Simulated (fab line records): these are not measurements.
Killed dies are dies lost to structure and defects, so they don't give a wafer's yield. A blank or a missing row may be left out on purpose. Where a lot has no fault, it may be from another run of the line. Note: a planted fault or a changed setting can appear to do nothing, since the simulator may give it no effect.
8D (eight disciplines) problem report, filled in by code	flow gf180mcu	the parts of the form that need people (team, actions taken, sign-off) are left out

== 1. PROBLEM STATEMENT ==
Mean of developer-temp-C at GF_SAB_DEVELOP_08: 20.71 C across 6 wafers in 2 lots; on wafers with no fault it is 23.01 C (standard deviation 0.11). That puts it -21 standard deviations away from the usual mean.
The step: develop time 57.28 s.
The first sign was on wafer L571.1 at day 18 11:11, on litho-track-04. The record has a number at this step for 18 wafers belonging to 6 lots. Rule for "out" (also "out of limits"): further than 4 standard deviations from the usual mean. The other wafers with a number count as sound.

== 2. WHAT IT IS AND WHAT IT IS NOT ==
question	is	is not
which readings at this step	developer-temp-C	-
which lots	L571, L572	L563, L564, L579, L582
which wafers of those lots	all that have a number	-
read on which tools	litho-track-04	litho-track-01
when	from day 18 11:11	up to then (6 sound wafers); but 6 sound wafers of L579, L582 came after

== 3. THE SUSPECTS, EACH WITH WHAT RULES IT OUT ==
Counting: a tool stays on the suspect list if, at a process step up to the reading, it processed all lots that are out and no sound lot following the first of them.
- rtp-anneal-02 at GF_PSD_RTA_13 (time 20 s): ruled out as a lasting fault. Following L571 (day 17 10:38), the first lot on it that is out, the sound lots L579 were run on it.
- litho-track-04 at GF_SAB_DEVELOP_08 (develop time 57.28 s): kept. It ran every lot that is out, first L571 (day 18 11:11), and no sound lot after that; its last sound lot up to then is L563 (day 15 15:32). Out on those wafers are its own readings of developer-temp-C.
After counting, what remains is litho-track-04 at GF_SAB_DEVELOP_08.

== 4. THE CAUSE (what the simulator had put in) ==
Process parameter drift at GF_SAB_DEVELOP_08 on litho-track-04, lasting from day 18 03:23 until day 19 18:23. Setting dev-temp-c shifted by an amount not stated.
Only this tool survived the counting.

== 5. SEQUENCE OF EFFECTS, ordered by route ==
One row per reading whose mean, taken over the struck wafers that have a number, lies over 3 standard deviations from the usual. Scope: only readings with a usual standard deviation given in the record; hours: median across lots of the time from each lot's start at the first step in this table that gives one to its start at this step; sigmas: change in usual standard deviations.
hours	step	reading	usual	on struck wafers	change	sigmas
0	GF_SAB_DEVELOP_08	developer-temp-C	23.01 C	20.71	-2.30	-21
0	GF_SAB_CD_MEAS_09	cd-nm	420.5 nm	414.1	-6.4	-3.0
It contains these process steps:
- GF_SAB_DEVELOP_08: develop time 57.28 s.
Later measuring or inspecting steps at which every struck wafer that the step has a row for has a number for every such reading, and none has moved that far: GF_SAB_OVL_MEAS_10.

== 6. HOW IT WOULD HAVE BEEN CAUGHT EARLIER ==
In this record the first reading out of limits was taken at day 18 11:11, 8 hours after the fault began at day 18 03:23.
